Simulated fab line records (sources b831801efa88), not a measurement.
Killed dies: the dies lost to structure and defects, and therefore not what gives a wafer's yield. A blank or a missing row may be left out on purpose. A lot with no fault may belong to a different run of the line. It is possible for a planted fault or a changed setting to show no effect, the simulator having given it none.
Which tool was responsible? + flow sky130 + 72 wafers from 24 lots sampled at 3 of the route's 708 steps

== WHAT EACH GAUGE READ, for each wafer ==
SKY_PWDE_TW_MEAS_10. Usual: PWDE_TW 370.7, standard deviation 2.7.
| lot  | measured    | on            | PWDE_TW           | flag |
|------|-------------|---------------|-------------------|------|
| L074 | day 3 17:26 | film metro-03 | 368.1 368.4 368.9 |      |
| L075 | day 3 23:35 | film metro-03 | 367.2 367.3 366.5 |      |
| L076 | day 4 05:52 | film metro-04 | 368.8 370.9 370.1 |      |
| L077 | day 4 11:40 | film metro-01 | 372.9 373.7 374.9 |      |
| L078 | day 4 17:07 | film metro-03 | 367.3 370.4 371.6 |      |
| L079 | day 4 21:53 | film metro-03 | 367.2 368.4 367.6 |      |
| L080 | day 5 05:59 | film metro-03 | 366.6 366.9 369.0 |      |
| L081 | day 5 11:35 | film metro-03 | 365.1 368.2 369.4 |      |
| L082 | day 5 14:29 | film metro-01 | 371.8 371.5 371.8 |      |
| L083 | day 5 21:32 | film metro-04 | 370.8 371.0 372.2 |      |
| L084 | day 6 04:59 | film metro-03 | 368.2 368.7 369.4 |      |
| L085 | day 6 09:29 | film metro-04 | 371.6 371.3 371.6 |      |
| L086 | day 6 14:45 | film metro-04 | 371.4 371.7 370.3 |      |
| L087 | day 6 21:43 | film metro-03 | 367.0 369.6 367.0 |      |
| L088 | day 7 03:17 | film metro-01 | 374.0 373.7 373.5 |      |
| L089 | day 7 05:50 | film metro-03 | 370.4 369.2 369.4 |      |
| L090 | day 7 15:14 | film metro-03 | 369.9 371.4 372.2 |      |
| L091 | day 7 23:11 | film metro-03 | 368.9 370.3 368.2 |      |
| L092 | day 8 06:36 | film metro-04 | 370.7 374.9 370.9 |      |
| L093 | day 8 08:32 | film metro-01 | 371.9 372.8 373.2 |      |
| L094 | day 8 15:02 | film metro-01 | 372.4 373.4 373.2 |      |
| L095 | day 9 00:06 | film metro-01 | 373.6 375.2 376.9 |      |
| L096 | day 9 00:27 | film metro-01 | 375.3 376.5 374.8 |      |
| L097 | day 9 08:47 | film metro-04 | 371.1 373.2 371.9 |      |

SKY_LDD_LDN_OVL_MEAS_07. Usual: LDD_LDN_OVL 0.7 nm, standard deviation 1.3.
| lot  | measured     | on         | LDD_LDN_OVL (nm) | flag |
|------|--------------|------------|------------------|------|
| L074 | day 23 12:14 | overlay-02 | -0.5 0.1 -0.1    |      |
| L075 | day 23 18:45 | overlay-01 | 1.4 2.3 2.1      |      |
| L076 | day 24 08:55 | overlay-01 | 0.6 0.9 0.4      |      |
| L077 | day 25 04:42 | overlay-02 | 2.6 -0.3 2.5     |      |
| L078 | day 25 14:34 | overlay-01 | -0.5 -0.8 -0.1   |      |
| L079 | day 25 17:39 | overlay-01 | 0.1 -2.1 -2.4    |      |
| L080 | day 26 04:50 | overlay-01 | 2.1 2.0 1.7      |      |
| L081 | day 26 11:24 | overlay-02 | 0.3 -0.4 -1.0    |      |
| L082 | day 26 19:09 | overlay-02 | 1.3 2.4 -0.7     |      |
| L083 | day 27 03:21 | overlay-01 | 1.1 1.7 1.0      |      |
| L084 | day 27 16:14 | overlay-02 | -0.3 -0.9 2.9    |      |
| L085 | day 27 22:02 | overlay-01 | 1.9 0.9 -1.1     |      |
| L086 | day 28 03:51 | overlay-02 | 0.5 2.4 1.3      |      |
| L087 | day 28 13:46 | overlay-02 | -0.2 -1.9 -0.8   |      |
| L088 | day 28 21:50 | overlay-01 | 0.0 1.6 0.8      |      |
| L089 | day 29 03:35 | overlay-01 | 1.6 1.2 0.5      |      |
| L090 | day 29 16:41 | overlay-02 | 1.8 1.5 0.8      |      |
| L091 | day 30 07:08 | overlay-01 | -0.8 1.3 1.9     |      |
| L092 | day 30 16:45 | overlay-02 | 2.5 1.4 2.7      |      |
| L093 | day 30 15:38 | overlay-01 | 3.3 1.9 2.1      |      |
| L094 | day 30 22:24 | overlay-01 | -0.2 0.3 0.0     |      |
| L095 | day 31 08:57 | overlay-02 | -0.6 -0.7 0.3    |      |
| L096 | day 31 12:22 | overlay-01 | 1.9 1.5 -2.8     |      |
| L097 | day 31 21:27 | overlay-01 | 3.4 3.8 0.7      |      |

== TOOL THAT RAN EACH LOT (tool first, then ch and the chambers of the sampled wafers, then the start) ==
| lot  | SKY_VT_ADJUST_HVTP_STRIP_10          |
|------|--------------------------------------|
| L074 | plasma asher-03 ch 1, day 5 23:54    |
| L075 | plasma asher-02 ch 0,1, day 6 05:21  |
| L076 | plasma asher-03 ch 0,1, day 6 11:47  |
| L077 | plasma asher-02 ch 0,1, day 6 20:05  |
| L078 | plasma asher-04 ch 0,1, day 7 00:38  |
| L079 | plasma asher-04 ch 0,1, day 7 05:33  |
| L080 | plasma asher-03 ch 0,1, day 7 16:03  |
| L081 | plasma asher-03 ch 0,1, day 7 22:03  |
| L082 | plasma asher-02 ch 0,1, day 8 01:36  |
| L083 | plasma asher-03 ch 0,1, day 8 09:57  |
| L084 | plasma asher-03 ch 0,1, day 8 20:06  |
| L085 | plasma asher-04 ch 0,1, day 9 00:06  |
| L086 | plasma asher-04 ch 0,1, day 9 06:06  |
| L087 | plasma asher-03 ch 0,1, day 9 14:34  |
| L088 | plasma asher-03 ch 0,1, day 9 21:48  |
| L089 | plasma asher-03 ch 0,1, day 10 01:21 |
| L090 | plasma asher-02 ch 0,1, day 10 13:24 |
| L091 | plasma asher-03 ch 0,1, day 10 21:03 |
| L092 | plasma asher-02 ch 0,1, day 11 03:48 |
| L093 | plasma asher-02 ch 0,1, day 11 06:36 |
| L094 | plasma asher-04 ch 1, day 11 16:18   |
| L095 | plasma asher-02 ch 0,1, day 12 01:12 |
| L096 | plasma asher-02 ch 0,1, day 12 02:39 |
| L097 | plasma asher-04 ch 0,1, day 12 12:12 |
- SKY_VT_ADJUST_HVTP_STRIP_10: strips in O2/N2.

== WHAT THE TOOLS THEMSELVES READ (means of the sampled wafers that have a number; where no wafer has one, the mark that the record gives instead) ==
SKY_VT_ADJUST_HVTP_STRIP_10. Usual: drypump motor current A 5.8 A, standard deviation 0.57; oes product au 0.715 a.u., standard deviation 0.004; strip time to endpoint s 14.18 s, standard deviation 0.035.
| lot  | tool            | drypump motor current A (A) | oes product au (a.u.) | strip time to endpoint s (s) | flag |
|------|-----------------|-----------------------------|-----------------------|------------------------------|------|
| L074 | plasma asher-03 | 6.7                         | 0.716                 | 14.17                        |      |
| L075 | plasma asher-02 | 5.7                         | 0.714                 | 14.20                        |      |
| L076 | plasma asher-03 | 5.6                         | 0.719                 | 14.25                        |      |
| L077 | plasma asher-02 | 5.8                         | 0.717                 | 14.19                        |      |
| L078 | plasma asher-04 | 5.9                         | 0.714                 | 14.13                        |      |
| L079 | plasma asher-04 | 5.8                         | 0.716                 | 14.18                        |      |
| L080 | plasma asher-03 | 6.1                         | 0.718                 | 14.17                        |      |
| L081 | plasma asher-03 | 6.1                         | 0.713                 | 14.20                        |      |
| L082 | plasma asher-02 | 5.9                         | 0.718                 | 14.13                        |      |
| L083 | plasma asher-03 | 6.1                         | 0.714                 | 14.14                        |      |
| L084 | plasma asher-03 | 6.1                         | 0.716                 | 14.13                        |      |
| L085 | plasma asher-04 | 5.8                         | 0.715                 | 14.18                        |      |
| L086 | plasma asher-04 | 5.8                         | 0.715                 | 14.18                        |      |
| L087 | plasma asher-03 | 5.5                         | 0.714                 | 14.20                        |      |
| L088 | plasma asher-03 | 6.1                         | 0.713                 | 14.16                        |      |
| L089 | plasma asher-03 | 5.6                         | 0.716                 | 14.22                        |      |
| L090 | plasma asher-02 | 5.8                         | 0.715                 | 14.17                        |      |
| L091 | plasma asher-03 | 6.1                         | 0.715                 | 14.20                        |      |
| L092 | plasma asher-02 | 5.9                         | 0.711                 | 14.20                        |      |
| L093 | plasma asher-02 | 5.9                         | 0.715                 | 14.17                        |      |
| L094 | plasma asher-04 | 5.7                         | 0.716                 | 14.17                        |      |
| L095 | plasma asher-02 | 5.7                         | 0.716                 | 14.24                        |      |
| L096 | plasma asher-02 | 5.9                         | 0.715                 | 14.22                        |      |
| L097 | plasma asher-04 | 6.0                         | 0.719                 | 14.21                        |      |

== THE ANSWER, worked out from the rows above alone ==
Rule: a lot counts as off when the mean over its wafers that have a number is more than 3 standard deviations away from the usual mean. Also off: a lot with no number at a reading for which 4 or more lots have one. All remaining lots with rows at the step are treated as sound. The gauges are gone through in route order, then the tools' own readings, and for those a lot's mean is taken as printed above. At the first step where some lot is off, the reading lying furthest off is the one used; lots without a number count as furthest.
Nothing can be told from this: no lot is off at any reading shown.

== WHAT WAS PUT IN BY THE SIMULATOR ==
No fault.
